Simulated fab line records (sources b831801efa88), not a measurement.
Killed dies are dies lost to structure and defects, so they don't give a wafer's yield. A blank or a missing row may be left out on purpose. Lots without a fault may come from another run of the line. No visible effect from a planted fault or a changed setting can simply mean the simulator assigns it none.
fab line records	flow sky130
record: lots: 13	wafers: 39	last-day: 50
route steps=708 shown SONOS_TUNNEL@163 SD_N@349 CONTACT@430 METAL1@434
lots with no fault: from the same line, run without faults
start-h: start of the lot's first displayed wafer, in hours after the record's first day	wait-h: how many hours have passed since the lot's step before this one	" same as the row above	L1.1+2: a single row standing in for several wafers	- no value, or no start was given	* or withheld: withheld	< > ~ a bound
route shown NAME@n: names a module that has steps shown in the file, with the first one's number in the route	usual: mean/standard deviation taken from wafers without a fault	same: alike in all rows	chamber/n: place in a boat	sites: readings site by site	_std_site: the standard deviation of these	_edge_site: mean of outer sites minus mean of inner sites	radius-mm: how far each site lies from the wafer's centre	mask NAME#n: copy n	behind: the last tool/chamber to shape the wafer	hold: the reason the lot was held/the length of the hold in hours/how it ended	device: names the non-switching transistor (n, p or np)	end of line: tests of these same wafers at the route's end	a step given without rows: its recipe and nothing more	killed: at the first sort, the dies lost to defects and structure; wafer yield is something else	map: a wafer's dies, x killed, . not, _ none there
set.NAME: setting as actually run; set.NAME@STEP: the setting as run at that earlier step	model.NAME: the simulator's own value behind a step, which no gauge read
one table for each step of the route and one row for each wafer, over a sample of lots
services: a tool's chamber out of use, with start hour (start-h, from the record's first day; less than 0 if before it), hours out, and reason
== steps ==
step: SKY_SONOS_TUNNEL_IMPLANT_09
recipe: species: B	energy-kev: 20	dose-cm2: 1e+12	tilt-deg: withheld
usual: beam-on-s: 10.01/0.19	faraday-current-uA: 5.64/0.11
same: implant-ion-amu: 11
lot.wafer	tool	chamber	start-h	wait-h	beam-on-s	faraday-current-uA
L919.2	implanter-01	0	254.00	0.0	9.90	5.72
L919.3	"	0	"	"	9.97	5.64
L919.4	"	0	"	"	10.07	5.60
L920.2	implanter-01	0	257.65	0.0	10.05	5.60
L920.3	"	0	"	"	9.72	5.78
L920.4	"	0	"	"	10.02	5.63
L921.1	implanter-01	0	264.92	0.0	7.78	7.29
L921.4	"	0	"	"	7.81	7.23
L921.5	"	0	"	"	7.81	7.24
L922.1	implanter-01	0	280.17	0.0	7.73	7.31
L922.4	"	0	"	"	7.70	7.35
L922.6	"	0	"	"	7.80	7.25
L931.1	implanter-02	0	348.37	0.0	10.19	5.52
L931.3	"	0	"	"	9.83	5.78
L931.6	"	0	"	"	10.11	5.59
L932.2	implanter-04	0	357.15	0.0	10.17	5.56
L932.4	"	0	"	"	10.33	5.48
L932.6	"	0	"	"	10.32	5.47
L935.4	implanter-01	0	378.77	0.1	10.21	5.55
L935.5	"	0	"	"	9.69	5.81
L935.6	"	0	"	"	9.69	5.83
L937.1	implanter-02	0	389.92	0.0	9.73	5.80
L937.4	"	0	"	"	9.86	5.72
L937.5	"	0	"	"	9.70	5.81
L938.3	implanter-02	0	402.57	0.1	10.09	5.58
L938.4	"	0	"	"	10.13	5.55
L938.5	"	0	"	"	10.11	5.57
L939.3	implanter-02	0	408.77	0.1	9.93	5.69
L939.4	"	0	"	"	9.93	5.65
L939.6	"	0	"	"	9.91	5.70
L940.1	implanter-02	0	415.75	0.0	9.80	5.76
L940.5	"	0	"	"	10.44	5.38
L940.6	"	0	"	"	9.89	5.69
L941.2	implanter-02	0	427.05	0.0	10.21	5.50
L941.3	"	0	"	"	9.63	5.84
L941.5	"	0	"	"	9.81	5.76
L942.1	implanter-04	0	436.47	0.0	9.49	5.91
L942.5	"	0	"	"	10.23	5.49
L942.6	"	0	"	"	10.04	5.62
step: SKY_SONOS_TUNNEL_TW_MEAS_12
usual: SONOS_TUNNEL_TW: 196.3/1.8
lot.wafer	tool	chamber	start-h	wait-h	SONOS_TUNNEL_TW
L919.2	film-metro-02	-	254.40	0.0	193.8
L919.3	"	-	"	"	193.7
L919.4	"	-	"	"	193.5
L920.2	film-metro-02	-	258.05	0.0	192.4
L920.3	"	-	"	"	194.5
L920.4	"	-	"	"	194.0
L921.1	film-metro-01	-	265.34	0.0	180.7
L921.4	"	-	"	"	181.3
L921.5	"	-	"	"	181.6
L922.1	film-metro-03	-	280.59	0.0	184.2
L922.4	"	-	"	"	183.9
L922.6	"	-	"	"	185.2
L931.1	film-metro-02	-	348.78	0.0	196.2
L931.3	"	-	"	"	195.1
L931.6	"	-	"	"	195.2
L932.2	film-metro-01	-	357.54	0.0	195.8
L932.4	"	-	"	"	196.0
L932.6	"	-	"	"	196.2
L935.4	film-metro-01	-	379.15	0.0	194.6
L935.5	"	-	"	"	193.4
L935.6	"	-	"	"	193.8
L937.1	film-metro-01	-	390.42	0.0	195.6
L937.4	"	-	"	"	195.3
L937.5	"	-	"	"	195.4
L938.3	film-metro-01	-	402.95	0.0	194.7
L938.4	"	-	"	"	194.7
L938.5	"	-	"	"	196.0
L939.3	film-metro-02	-	409.15	0.0	193.9
L939.4	"	-	"	"	193.6
L939.6	"	-	"	"	195.0
L940.1	film-metro-01	-	416.16	0.0	198.3
L940.5	"	-	"	"	197.5
L940.6	"	-	"	"	197.2
L941.2	film-metro-01	-	427.44	0.0	197.4
L941.3	"	-	"	"	197.6
L941.5	"	-	"	"	197.6
L942.1	film-metro-03	-	436.88	0.0	199.7
L942.5	"	-	"	"	200.6
L942.6	"	-	"	"	200.4
step: SKY_SD_N_CD_MEAS_07
recipe: target-cd-nm: 380
usual: cd-nm: 380.6/1.7
lot.wafer	tool	chamber	start-h	wait-h	cd-nm
L919.2	cd-sem-02	-	656.46	0.1	378.2
L919.3	"	-	"	"	377.3
L919.4	"	-	"	"	378.7
L920.2	cd-sem-02	-	657.66	0.1	380.5
L920.3	"	-	"	"	382.1
L920.4	"	-	"	"	380.7
L921.1	cd-sem-01	-	668.31	0.2	380.2
L921.4	"	-	"	"	382.9
L921.5	"	-	"	"	380.3
L922.1	cd-sem-01	-	688.27	0.1	380.8
L922.4	"	-	"	"	378.1
L922.6	"	-	"	"	376.5
L931.1	cd-sem-01	-	760.84	0.1	382.7
L931.3	"	-	"	"	382.5
L931.6	"	-	"	"	382.1
L932.2	cd-sem-02	-	781.41	0.1	382.3
L932.4	"	-	"	"	380.8
L932.6	"	-	"	"	378.1
L935.4	cd-sem-02	-	783.03	0.1	380.1
L935.5	"	-	"	"	380.4
L935.6	"	-	"	"	381.9
L937.1	cd-sem-01	-	792.47	0.1	382.5
L937.4	"	-	"	"	379.9
L937.5	"	-	"	"	382.8
L938.3	cd-sem-02	-	804.81	0.1	381.3
L938.4	"	-	"	"	382.0
L938.5	"	-	"	"	379.8
L939.3	cd-sem-02	-	809.51	0.1	380.1
L939.4	"	-	"	"	378.1
L939.6	"	-	"	"	378.3
L940.1	cd-sem-02	-	815.07	0.1	381.8
L940.5	"	-	"	"	380.9
L940.6	"	-	"	"	381.1
L941.2	cd-sem-02	-	824.58	0.2	379.6
L941.3	"	-	"	"	378.9
L941.5	"	-	"	"	381.2
L942.1	cd-sem-02	-	828.89	0.1	379.6
L942.5	"	-	"	"	380.7
L942.6	"	-	"	"	378.5
step: SKY_CONTACT_CVD_24
recipe: material: W	target-thk-nm: 340	time-s: 102.12	temp-c: 400	pressure-torr: 40
usual: heater-power-w: 930/62
lot.wafer	tool	chamber	start-h	wait-h	heater-power-w
L919.2	cvd-w-01	1	746.03	0.0	911
L919.3	"	0	"	"	940
L919.4	"	1	"	"	904
L920.2	cvd-w-02	0	747.21	0.0	825
L920.3	"	0	"	"	845
L920.4	"	1	"	"	1024
L921.1	cvd-w-01	1	758.51	0.0	905
L921.4	"	1	"	"	898
L921.5	"	0	"	"	934
L922.1	cvd-w-02	1	777.07	0.0	1012
L922.4	"	0	"	"	842
L922.6	"	1	"	"	1030
L931.1	cvd-w-01	1	846.53	0.0	902
L931.3	"	1	"	"	901
L931.6	"	0	"	"	962
L932.2	cvd-w-01	0	866.64	0.0	939
L932.4	"	0	"	"	969
L932.6	"	0	"	"	969
L935.4	cvd-w-02	1	868.68	0.1	996
L935.5	"	1	"	"	1000
L935.6	"	0	"	"	839
L937.1	cvd-w-01	1	877.31	0.0	924
L937.4	"	1	"	"	906
L937.5	"	1	"	"	913
L938.3	cvd-w-01	1	890.24	0.1	895
L938.4	"	0	"	"	965
L938.5	"	0	"	"	964
L939.3	cvd-w-02	0	892.89	0.1	817
L939.4	"	1	"	"	1004
L939.6	"	1	"	"	1031
L940.1	cvd-w-01	0	898.91	0.0	949
L940.5	"	1	"	"	897
L940.6	"	0	"	"	978
L941.2	cvd-w-02	0	909.04	0.0	839
L941.3	"	0	"	"	847
L941.5	"	0	"	"	834
L942.1	cvd-w-02	0	911.60	0.0	825
L942.5	"	0	"	"	833
L942.6	"	1	"	"	1039
step: SKY_METAL1_SPUTTER_00
recipe: material: Ti	target-thk-nm: 15	power-w: 3000	time-s: 10	chamber-pressure-pa: 0.4
usual: throttle-valve-pct: 29.5/1.1
lot.wafer	tool	chamber	start-h	wait-h	throttle-valve-pct
L919.2	pvd-sputter-03	-	746.62	0.2	30.9
L919.3	"	-	"	"	28.7
L919.4	"	-	"	"	28.8
L920.2	pvd-sputter-04	-	747.80	0.2	29.3
L920.3	"	-	"	"	32.3
L920.4	"	-	"	"	29.8
L921.1	pvd-sputter-04	-	759.10	0.1	32.3
L921.4	"	-	"	"	29.5
L921.5	"	-	"	"	32.5
L922.1	pvd-sputter-04	-	777.66	0.1	32.3
L922.4	"	-	"	"	29.4
L922.6	"	-	"	"	29.5
L931.1	pvd-sputter-02	-	847.12	0.2	28.6
L931.3	"	-	"	"	28.9
L931.6	"	-	"	"	28.7
L932.2	pvd-sputter-03	-	867.23	0.2	29.6
L932.4	"	-	"	"	28.6
L932.6	"	-	"	"	28.8
L935.4	pvd-sputter-04	-	869.24	0.1	32.3
L935.5	"	-	"	"	29.6
L935.6	"	-	"	"	29.2
L937.1	pvd-sputter-03	-	877.90	0.2	30.7
L937.4	"	-	"	"	29.2
L937.5	"	-	"	"	28.9
L938.3	pvd-sputter-04	-	890.80	0.1	29.8
L938.4	"	-	"	"	29.4
L938.5	"	-	"	"	29.6
L939.3	pvd-sputter-02	-	893.45	0.2	29.1
L939.4	"	-	"	"	29.2
L939.6	"	-	"	"	29.1
L940.1	pvd-sputter-03	-	899.50	0.2	29.4
L940.5	"	-	"	"	29.6
L940.6	"	-	"	"	30.7
L941.2	pvd-sputter-03	-	909.63	0.2	28.7
L941.3	"	-	"	"	29.0
L941.5	"	-	"	"	30.7
L942.1	pvd-sputter-02	-	912.19	0.2	28.7
L942.5	"	-	"	"	29.0
L942.6	"	-	"	"	28.9
== services ==
tool	chamber	start-h	hours	kind
pvd-sputter-04	-	240.55	1.9	repair
pvd-sputter-04	-	284.01	8.6	repair
implanter-02	-	354.48	3.4	repair
cvd-w-01	-	356.96	2.8	pm
cvd-w-01	-	377.92	6.9	pm
implanter-01	-	380.31	61.7	repair
cvd-w-02	-	390.00	14.0	pm
cvd-w-01	-	442.77	0.8	repair
cvd-w-01	-	456.68	2.3	repair
implanter-02	-	458.96	1.5	repair
implanter-02	-	535.30	4.4	pm
cvd-w-02	0	555.65	1.8	repair
implanter-02	-	556.09	2.0	repair
cvd-w-02	-	561.58	2.8	pm
cvd-w-01	1	566.67	5.2	repair
cvd-w-02	-	628.22	0.2	repair
implanter-02	-	633.04	3.5	repair
implanter-02	-	634.51	4.2	repair
cvd-w-01	1	677.03	2.5	repair
implanter-02	-	682.49	3.7	repair
cvd-w-02	1	830.58	3.5	repair
cvd-w-02	-	884.57	0.4	repair
implanter-02	-	896.80	2.6	pm
cvd-w-01	-	904.00	14.0	pm
== key ==
first-sign: step: SKY_SONOS_TUNNEL_IMPLANT_09	reading: faraday-current-uA	direction: up	sigmas: 15	usual: 5.64	struck: 7.28
effect: step: SKY_SONOS_TUNNEL_IMPLANT_09	reading: beam-on-s	direction: down	sigmas: 12	usual: 10.01	struck: 7.77
effect: step: SKY_SONOS_TUNNEL_TW_MEAS_12	reading: SONOS_TUNNEL_TW	direction: down	sigmas: 7.4	usual: 196.3	struck: 182.8
met-at SKY_SONOS_TUNNEL_IMPLANT_09
struck-lots L921,L922
tester-left-out L921,L922
not-acting-at SKY_SD_N_CD_MEAS_07,SKY_CONTACT_CVD_24,SKY_METAL1_SPUTTER_00
onset-between 257.65 264.92
fault: kind: process-parameter-drift	tool: implanter-01	chamber: -	onset-h: 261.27	steps: SKY_SONOS_TUNNEL_IMPLANT_09	channel: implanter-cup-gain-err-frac	offset: 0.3	shape: step	end-h: 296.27
tester-left-out: of these lots the tester's yield and bins aren't shown, on N5 and GAA mostly nor the transistor test; their killed dies are dies lost to structure and defects alone, not to doping, threshold or leakage, so they don't give the yield
